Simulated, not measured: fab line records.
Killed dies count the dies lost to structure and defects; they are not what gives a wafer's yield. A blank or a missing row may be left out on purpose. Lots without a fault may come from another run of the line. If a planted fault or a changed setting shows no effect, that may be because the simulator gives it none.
Lot-split experiment || flow sfq line || 5 lots, 23 wafers read, on a route of 325 steps

== ON THE SPLIT ==
At SFQ_TRILAYER_M6_LITHO_COAT_159 (resist thk 600 nm), the setting resist thk nm was moved away from the recipe's 600 nm on 6 of the 23 wafers read, by -4.7% to +5.5%. The other wafers ran this setting at the recipe's value.

== FROM THE SPLIT TO THE READING: what the file shows between them, 3 steps ==
- SFQ_TRILAYER_M6_LITHO_PEB_162: peb time 60 s (also split here: peb time s)
- SFQ_TRILAYER_M6_LITHO_DEVELOP_161: time 60 s
- SFQ_TRILAYER_M6_BARC_OPEN_METAL_ETCH_206: etches BARC in O2, target depth 125 nm, time 42.91 s

== THE READING ==
KrF_of_TRILAYER_M6_LITHO_COAT_159.thk nm (the simulator's own value, which no gauge read), in nm, at SFQ_TRILAYER_M6_ETCH_METAL_ETCH_162 (etches Nb in Cl2/Ar, stops on SiO2, target depth 240 nm, time 120 s). The file gives no usual value for it. Here, 17 wafers ran the recipe; their average is 377.8 nm with a standard deviation of 2.1 nm.

{"wafer": "L074.1", "tool, chamber at the split": "litho track-01, 0", "resist thk nm as run, nm": 600, "against the recipe": "recipe", "KrF_of_TRILAYER_M6_LITHO_COAT_159.thk nm, nm": 376, "against lot-mates on the recipe": "-"}
{"wafer": "L074.3", "tool, chamber at the split": "litho track-01, 0", "resist thk nm as run, nm": 600, "against the recipe": "recipe", "KrF_of_TRILAYER_M6_LITHO_COAT_159.thk nm, nm": 378.9, "against lot-mates on the recipe": "-"}
{"wafer": "L074.4", "tool, chamber at the split": "litho track-01, 0", "resist thk nm as run, nm": 580.5, "against the recipe": "-3.2%", "KrF_of_TRILAYER_M6_LITHO_COAT_159.thk nm, nm": 355.7, "against lot-mates on the recipe": -20.7}
{"wafer": "L074.5", "tool, chamber at the split": "litho track-01, 0", "resist thk nm as run, nm": 580.5, "against the recipe": "-3.2%", "KrF_of_TRILAYER_M6_LITHO_COAT_159.thk nm, nm": 360.4, "against lot-mates on the recipe": -16.0}
{"wafer": "L074.6", "tool, chamber at the split": "litho track-01, 0", "resist thk nm as run, nm": 600, "against the recipe": "recipe", "KrF_of_TRILAYER_M6_LITHO_COAT_159.thk nm, nm": 374.4, "against lot-mates on the recipe": "-"}
{"wafer": "L079.2", "tool, chamber at the split": "litho track-01, 0", "resist thk nm as run, nm": 600, "against the recipe": "recipe", "KrF_of_TRILAYER_M6_LITHO_COAT_159.thk nm, nm": 381.3, "against lot-mates on the recipe": "-"}
{"wafer": "L079.3", "tool, chamber at the split": "litho track-01, 0", "resist thk nm as run, nm": 600, "against the recipe": "recipe", "KrF_of_TRILAYER_M6_LITHO_COAT_159.thk nm, nm": 375.4, "against lot-mates on the recipe": "-"}
{"wafer": "L079.4", "tool, chamber at the split": "litho track-01, 0", "resist thk nm as run, nm": 600, "against the recipe": "recipe", "KrF_of_TRILAYER_M6_LITHO_COAT_159.thk nm, nm": 379.4, "against lot-mates on the recipe": "-"}
{"wafer": "L079.5", "tool, chamber at the split": "litho track-01, 0", "resist thk nm as run, nm": 632.9, "against the recipe": "+5.5%", "KrF_of_TRILAYER_M6_LITHO_COAT_159.thk nm, nm": 406.3, "against lot-mates on the recipe": "+27.6"}
{"wafer": "L079.6", "tool, chamber at the split": "litho track-01, 0", "resist thk nm as run, nm": 632.9, "against the recipe": "+5.5%", "KrF_of_TRILAYER_M6_LITHO_COAT_159.thk nm, nm": 413.3, "against lot-mates on the recipe": "+34.6"}
{"wafer": "L081.2", "tool, chamber at the split": "litho track-01, 0", "resist thk nm as run, nm": 600, "against the recipe": "recipe", "KrF_of_TRILAYER_M6_LITHO_COAT_159.thk nm, nm": 380.2, "against lot-mates on the recipe": "-"}
{"wafer": "L081.3", "tool, chamber at the split": "litho track-01, 0", "resist thk nm as run, nm": 600, "against the recipe": "recipe", "KrF_of_TRILAYER_M6_LITHO_COAT_159.thk nm, nm": 376.2, "against lot-mates on the recipe": "-"}
{"wafer": "L081.4", "tool, chamber at the split": "litho track-01, 0", "resist thk nm as run, nm": 600, "against the recipe": "recipe", "KrF_of_TRILAYER_M6_LITHO_COAT_159.thk nm, nm": 379.5, "against lot-mates on the recipe": "-"}
{"wafer": "L082.2", "tool, chamber at the split": "litho track-04, 0", "resist thk nm as run, nm": 600, "against the recipe": "recipe", "KrF_of_TRILAYER_M6_LITHO_COAT_159.thk nm, nm": 377.5, "against lot-mates on the recipe": "-"}
{"wafer": "L082.3", "tool, chamber at the split": "litho track-04, 0", "resist thk nm as run, nm": 600, "against the recipe": "recipe", "KrF_of_TRILAYER_M6_LITHO_COAT_159.thk nm, nm": 377.7, "against lot-mates on the recipe": "-"}
{"wafer": "L082.4", "tool, chamber at the split": "litho track-04, 0", "resist thk nm as run, nm": 571.7, "against the recipe": "-4.7%", "KrF_of_TRILAYER_M6_LITHO_COAT_159.thk nm, nm": 355.9, "against lot-mates on the recipe": -21.9}
{"wafer": "L082.5", "tool, chamber at the split": "litho track-04, 0", "resist thk nm as run, nm": 600, "against the recipe": "recipe", "KrF_of_TRILAYER_M6_LITHO_COAT_159.thk nm, nm": 378.1, "against lot-mates on the recipe": "-"}
{"wafer": "L082.6", "tool, chamber at the split": "litho track-04, 0", "resist thk nm as run, nm": 571.7, "against the recipe": "-4.7%", "KrF_of_TRILAYER_M6_LITHO_COAT_159.thk nm, nm": 357.2, "against lot-mates on the recipe": -20.6}
{"wafer": "L083.1", "tool, chamber at the split": "litho track-04, 0", "resist thk nm as run, nm": 600, "against the recipe": "recipe", "KrF_of_TRILAYER_M6_LITHO_COAT_159.thk nm, nm": 379, "against lot-mates on the recipe": "-"}
{"wafer": "L083.2", "tool, chamber at the split": "litho track-04, 0", "resist thk nm as run, nm": 600, "against the recipe": "recipe", "KrF_of_TRILAYER_M6_LITHO_COAT_159.thk nm, nm": 374.3, "against lot-mates on the recipe": "-"}
{"wafer": "L083.3", "tool, chamber at the split": "litho track-04, 0", "resist thk nm as run, nm": 600, "against the recipe": "recipe", "KrF_of_TRILAYER_M6_LITHO_COAT_159.thk nm, nm": 381.1, "against lot-mates on the recipe": "-"}
{"wafer": "L083.4", "tool, chamber at the split": "litho track-04, 0", "resist thk nm as run, nm": 600, "against the recipe": "recipe", "KrF_of_TRILAYER_M6_LITHO_COAT_159.thk nm, nm": 376, "against lot-mates on the recipe": "-"}
{"wafer": "L083.6", "tool, chamber at the split": "litho track-04, 0", "resist thk nm as run, nm": 600, "against the recipe": "recipe", "KrF_of_TRILAYER_M6_LITHO_COAT_159.thk nm, nm": 376.9, "against lot-mates on the recipe": "-"}

FIT RESULTS
A straight line over all 23 wafers: KrF_of_TRILAYER_M6_LITHO_COAT_159.thk nm changes by +5.42 nm for each +1% of resist thk nm; r = +0.98; the points scatter about the line by 2.8 nm.
The same after taking each lot's own level away (the mean of its wafers on the recipe; 23 wafers): +5.27 nm for each +1%; r = +0.98; scatter 2.6 nm.
The reading moves by 29 nm for the largest change in resist thk nm, on that fit.
Measured against the standard deviation above, the lots' own levels, which go from 376.43 to 378.70 nm, span 1.1 times it.
The two slopes agree, so the slope changes little with the lot-to-lot level.
Check: +30 nm against its lot-mates is what the line predicts for one of the wafers moved furthest among these (+5.5%) when that wafer is left out of the fit. Against them it came out at +27.6 nm.

== THE OTHER SPLITS THESE WAFERS WENT THROUGH ==
Other splits were also applied to these wafers ahead of the reading. Each is held against what the fit with the lots' levels taken away leaves over:
{"other split on the same wafers": "SFQ_TRILAYER_C5_LITHO_PEB_154 peb temp c", "wafers away from the commonest value": 5, "r with KrF_of_TRILAYER_M6_LITHO_COAT_159.thk nm (lot level and that fit taken away)": "+0.16"}
{"other split on the same wafers": "SFQ_TRILAYER_M6_LITHO_PEB_162 peb time s", "wafers away from the commonest value": 9, "r with KrF_of_TRILAYER_M6_LITHO_COAT_159.thk nm (lot level and that fit taken away)": -0.07}

== THE WHOLE CHAIN: every reading that the file lists as answering this split, in the file's order ==
{"step": "SFQ_TRILAYER_M6_LITHO_COAT_159", "what it does": "resist thk 600 nm", "reading": "KrF_of_TRILAYER_M6_LITHO_COAT_159.thk nm (the simulator's own value, which no gauge read)", "change (the file's fit)": "+5.79 nm for each +1% of the setting", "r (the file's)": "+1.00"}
{"step": "SFQ_TRILAYER_M6_BARC_OPEN_METAL_ETCH_206", "what it does": "etches BARC in O2, target depth 125 nm, time 42.91 s", "reading": "KrF_of_TRILAYER_M6_LITHO_COAT_159.thk nm (the simulator's own value, which no gauge read)", "change (the file's fit)": "+5.66 nm for each +1% of the setting", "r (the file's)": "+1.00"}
{"step": "SFQ_TRILAYER_M6_ETCH_METAL_ETCH_162", "what it does": "etches Nb in Cl2/Ar, stops on SiO2, target depth 240 nm, time 120 s", "reading": "KrF_of_TRILAYER_M6_LITHO_COAT_159.thk nm (the simulator's own value, which no gauge read)", "change (the file's fit)": "+5.25 nm for each +1% of the setting", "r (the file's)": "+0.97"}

== THE FILE'S OWN FIT ==
KrF_of_TRILAYER_M6_LITHO_COAT_159.thk nm changes by +5.25 nm for each +1% of resist thk nm, r = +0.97.
